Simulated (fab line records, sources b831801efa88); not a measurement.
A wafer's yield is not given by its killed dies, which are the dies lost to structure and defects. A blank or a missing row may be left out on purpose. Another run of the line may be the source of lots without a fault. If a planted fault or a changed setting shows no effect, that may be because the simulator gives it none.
Shared-tool check / flow sky130 / Sampled: 11 lots, 39 wafers

== REASON IT WAS OPENED ==
Of 11 lots, 2 have the reading NWELL_TW flagged at SKY_NWELL_TW_MEAS_15. No-fault wafers: 1811, standard deviation 12.
Rule: flag the lot when none of its wafers has a number, or when each of its wafers that has one lies beyond 4 standard deviations from that mean. The rest of the lots are taken to be sound.

lot=L379; measured=day 4 13:29; on=film metro-02; NWELL_TW, wafer by wafer=1817 1799 1803; flag=
lot=L380; measured=day 4 18:29; on=film metro-02; NWELL_TW, wafer by wafer=1803 1802 1796; flag=
lot=L381; measured=day 5 00:36; on=film metro-04; NWELL_TW, wafer by wafer=1804 1799 1805; flag=
lot=L382; measured=day 5 05:04; on=film metro-04; NWELL_TW, wafer by wafer=1805 1798 1810; flag=
lot=L386; measured=day 6 07:38; on=film metro-01; NWELL_TW, wafer by wafer=1825 1822 1828; flag=
lot=L392; measured=day 8 02:16; on=film metro-02; NWELL_TW, wafer by wafer=1548 1559 1559 1552 1566 1555; flag=FLAGGED
lot=L395; measured=day 9 08:10; on=film metro-01; NWELL_TW, wafer by wafer=1559 1559 1553 1555 1563 1564; flag=FLAGGED
lot=L396; measured=day 9 08:11; on=film metro-04; NWELL_TW, wafer by wafer=1810 1809 1812; flag=
lot=L398; measured=day 9 17:31; on=film metro-04; NWELL_TW, wafer by wafer=1812 1808 1795; flag=
lot=L400; measured=day 10 03:55; on=film metro-02; NWELL_TW, wafer by wafer=1808 1797 1797; flag=
lot=L402; measured=day 10 19:37; on=film metro-01; NWELL_TW, wafer by wafer=1821 1828 1826; flag=
Average over the flagged lots: 1558; offset from the usual -253, equal to -21 standard deviations.

== EACH LOT AND THE TOOL IT RAN ON ==
The record holds 1 process step before the reading, out of a route of 708 steps. Cell contents, in order: the tool; ch with the chambers the sampled wafers went through; the start.
lot=L379; flag=; SKY_NWELL_IMPLANT_11=implanter-02 ch 0, day 4 12:57
lot=L380; flag=; SKY_NWELL_IMPLANT_11=implanter-04 ch 0, day 4 17:57
lot=L381; flag=; SKY_NWELL_IMPLANT_11=implanter-01 ch 0, day 5 00:05
lot=L382; flag=; SKY_NWELL_IMPLANT_11=implanter-01 ch 0, day 5 04:31
lot=L386; flag=; SKY_NWELL_IMPLANT_11=implanter-01 ch 0, day 6 07:07
lot=L392; flag=FLAGGED; SKY_NWELL_IMPLANT_11=implanter-01 ch 0, day 8 01:43
lot=L395; flag=FLAGGED; SKY_NWELL_IMPLANT_11=implanter-01 ch 0, day 9 07:37
lot=L396; flag=; SKY_NWELL_IMPLANT_11=implanter-04 ch 0, day 9 07:38
lot=L398; flag=; SKY_NWELL_IMPLANT_11=implanter-02 ch 0, day 9 16:58
lot=L400; flag=; SKY_NWELL_IMPLANT_11=implanter-04 ch 0, day 10 03:22
lot=L402; flag=; SKY_NWELL_IMPLANT_11=implanter-02 ch 0, day 10 19:04
What is done by these steps:
- SKY_NWELL_IMPLANT_11
- SKY_NWELL_TW_MEAS_15

== FLAGGED OVER TOTAL, TOOL BY TOOL (the gauges that took the reading come last) ==
step=SKY_NWELL_IMPLANT_11; tool=implanter-01; lots run=5; flagged=2; share of the flagged lots=all; sound lots run after its first flagged lot=0
step=SKY_NWELL_IMPLANT_11; tool=implanter-02; lots run=3; flagged=0; share of the flagged lots=none; sound lots run after its first flagged lot=-
step=SKY_NWELL_IMPLANT_11; tool=implanter-04; lots run=3; flagged=0; share of the flagged lots=none; sound lots run after its first flagged lot=-
step=SKY_NWELL_TW_MEAS_15; tool=film metro-01; lots run=3; flagged=1; share of the flagged lots=some; sound lots run after its first flagged lot=1 (L402)
step=SKY_NWELL_TW_MEAS_15; tool=film metro-02; lots run=4; flagged=1; share of the flagged lots=some; sound lots run after its first flagged lot=1 (L400)
step=SKY_NWELL_TW_MEAS_15; tool=film metro-04; lots run=4; flagged=0; share of the flagged lots=none; sound lots run after its first flagged lot=-

== WHAT THE TABLE PERMITS ==
All flagged lots share 1 row of the table, namely implanter-01 at SKY_NWELL_IMPLANT_11.
- implanter-01 at SKY_NWELL_IMPLANT_11 ran 5 lots, 2 of them flagged. It ran its last sound lot, L386, at day 6 07:07 and its first flagged lot, L392, at day 8 01:43: a fault with its onset between the two fits. Its own readings lie more than 4 standard deviations out on every wafer of the flagged lots: dose ions cm2, faraday current uA.
Just one tool remains: implanter-01 at SKY_NWELL_IMPLANT_11.

== WHAT WAS PUT IN BY THE SIMULATOR ==
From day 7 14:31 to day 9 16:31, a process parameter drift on implanter-01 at SKY_NWELL_IMPLANT_11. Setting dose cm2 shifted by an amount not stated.
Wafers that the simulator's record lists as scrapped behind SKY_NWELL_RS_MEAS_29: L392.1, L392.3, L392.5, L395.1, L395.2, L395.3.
Lots struck among those shown: L392, L395. The rule given above showed the same thing.
